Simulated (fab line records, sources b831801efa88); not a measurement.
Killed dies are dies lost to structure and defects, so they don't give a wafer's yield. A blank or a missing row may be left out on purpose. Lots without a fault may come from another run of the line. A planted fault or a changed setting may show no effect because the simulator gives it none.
Which tool did it? | flow sky130 | 13 lots, 39 wafers sampled, at 3 steps of a route of 708

WHAT THE GAUGES READ, wafer by wafer
SKY_VT_ADJUST_HVTR_CD_MEAS_07: target cd 380 nm. Usual: cd_nm 379.2 nm, standard deviation 2.6.
lot  | measured     | on        | cd_nm (nm)        | flag
L832 | day 9 13:32  | cd_sem-02 | 377.9 379.8 380.6 |
L833 | day 10 03:08 | cd_sem-02 | 379.1 378.6 380.8 |
L835 | day 10 12:59 | cd_sem-02 | 376.1 376.8 376.9 |
L836 | day 11 00:57 | cd_sem-01 | 381.6 382.0 380.6 |
L837 | day 11 06:08 | cd_sem-02 | 379.0 375.4 377.3 |
L838 | day 11 10:34 | cd_sem-01 | 375.3 374.5 375.1 |
L839 | day 12 01:40 | cd_sem-01 | 381.3 377.2 378.2 |
L841 | day 12 06:43 | cd_sem-01 | 379.5 379.6 378.9 |
L842 | day 12 08:29 | cd_sem-01 | 376.5 377.8 376.6 |
L843 | day 13 03:36 | cd_sem-01 | 381.6 383.6 382.5 |
L845 | day 13 13:16 | cd_sem-02 | 378.7 377.0 377.7 |
L846 | day 14 03:35 | cd_sem-01 | 380.0 380.9 382.0 |
L849 | day 14 14:09 | cd_sem-01 | 381.0 380.7 382.2 |

SKY_VIA1_OVL_MEAS_13. Usual: VIA1_OVL 4 nm, standard deviation 5.1.
lot  | measured     | on         | VIA1_OVL (nm) | flag
L832 | day 34 00:45 | overlay-01 | 7 2 6         |
L833 | day 34 14:43 | overlay-01 | 3 12 2        |
L835 | day 35 03:36 | overlay-02 | -1 6 6        |
L836 | day 35 14:39 | overlay-01 | 2 7 14        |
L837 | day 35 22:02 | overlay-01 | 7 -2 -2       |
L838 | day 36 00:54 | overlay-01 | -2 -5 1       |
L839 | day 37 10:51 | overlay-01 | 3 -2 13       |
L841 | day 37 13:02 | overlay-02 | 11 10 5       |
L842 | day 37 12:10 | overlay-01 | 12 3 8        |
L843 | day 37 17:34 | overlay-01 | 0 5 4         |
L849 | day 39 07:57 | overlay-02 | 6 16 11       |

WHICH TOOL RAN EACH LOT (tool, then ch and the chambers of the sampled wafers, then the start)
lot  | SKY_LDD_LDN_STRIP_12
L832 | plasma_asher-04 ch 0,1, day 22 22:52
L833 | plasma_asher-04 ch 0,1, day 23 17:34
L835 | plasma_asher-01 ch 0,1, day 24 06:37
L836 | plasma_asher-01 ch 1, day 24 18:46
L837 | plasma_asher-02 ch 0, day 25 03:04
L838 | plasma_asher-04 ch 0,1, day 25 03:43
L839 | plasma_asher-02 ch 0,1, day 26 07:13
L841 | plasma_asher-02 ch 0,1, day 26 07:49
L842 | plasma_asher-04 ch 0,1, day 26 08:22
L843 | plasma_asher-04 ch 0,1, day 27 01:13
L845 | plasma_asher-02 ch 0,1, day 27 21:46
L846 | plasma_asher-01 ch 0,1, day 28 08:25
L849 | plasma_asher-02 ch 0,1, day 28 20:40
- SKY_LDD_LDN_STRIP_12: strips in O2/N2.

WHAT THE TOOLS THEMSELVES READ (means of the sampled wafers that have a number; where no wafer has one, the mark that the record gives instead)
SKY_LDD_LDN_STRIP_12. Usual: chamber_pressure_mTorr 1499.8 mTorr, standard deviation 1.3; drypump_motor_current_A 5.7 A, standard deviation 0.68; oes_product_au 0.716 a.u., standard deviation 0.0046; strip_time_to_endpoint_s 14.18 s, standard deviation 0.034.
lot  | tool            | chamber_pressure_mTorr (mTorr) | drypump_motor_current_A (A) | oes_product_au (a.u.) | strip_time_to_endpoint_s (s) | flag
L832 | plasma_asher-04 | 1500.4                         | 5.3                         | 0.716                 | 14.15                        |
L833 | plasma_asher-04 | 1499.6                         | 5.9                         | 0.712                 | 14.14                        |
L835 | plasma_asher-01 | 1498.2                         | 5.9                         | 0.716                 | 14.21                        |
L836 | plasma_asher-01 | 1499.5                         | 5.5                         | 0.717                 | 14.20                        |
L837 | plasma_asher-02 | 1499.8                         | 6.2                         | 0.716                 | 14.15                        |
L838 | plasma_asher-04 | 1498.9                         | 5.3                         | 0.715                 | 14.16                        |
L839 | plasma_asher-02 | 1499.6                         | 5.5                         | 0.718                 | 14.17                        |
L841 | plasma_asher-02 | 1498.9                         | 5.5                         | 0.716                 | 14.15                        |
L842 | plasma_asher-04 | 1499.6                         | 5.9                         | 0.715                 | 14.22                        |
L843 | plasma_asher-04 | 1500.6                         | 5.3                         | 0.711                 | 14.17                        |
L845 | plasma_asher-02 | -                              | -                           | -                     | -                            | OFF
L846 | plasma_asher-01 | -                              | -                           | -                     | -                            | OFF
L849 | plasma_asher-02 | 1498.9                         | 5.5                         | 0.719                 | 14.18                        |

THE ANSWER, worked out from the rows above alone
Rule: a lot is off if the mean of its wafers that have a number lies more than 3 standard deviations from the usual mean. A lot without any number at a reading at which 4 lots or more have one is off too. The other lots that the step has rows for count as sound. The gauges are gone through in route order, then the tools' own readings, and for those a lot's mean is taken as printed above. The first step at which some lot is off is used, and at that step the reading that is off furthest; a lot without a number counts as furthest.
Off: L845, L846, at SKY_LDD_LDN_STRIP_12 (chamber_pressure_mTorr). Without a number there: L845, L846.
A tool fits if, at that step or a process step before it, it ran every lot that is off, and no sound lot after the first of them. None of those tried fits.

WHAT THE SIMULATOR HAD PUT IN
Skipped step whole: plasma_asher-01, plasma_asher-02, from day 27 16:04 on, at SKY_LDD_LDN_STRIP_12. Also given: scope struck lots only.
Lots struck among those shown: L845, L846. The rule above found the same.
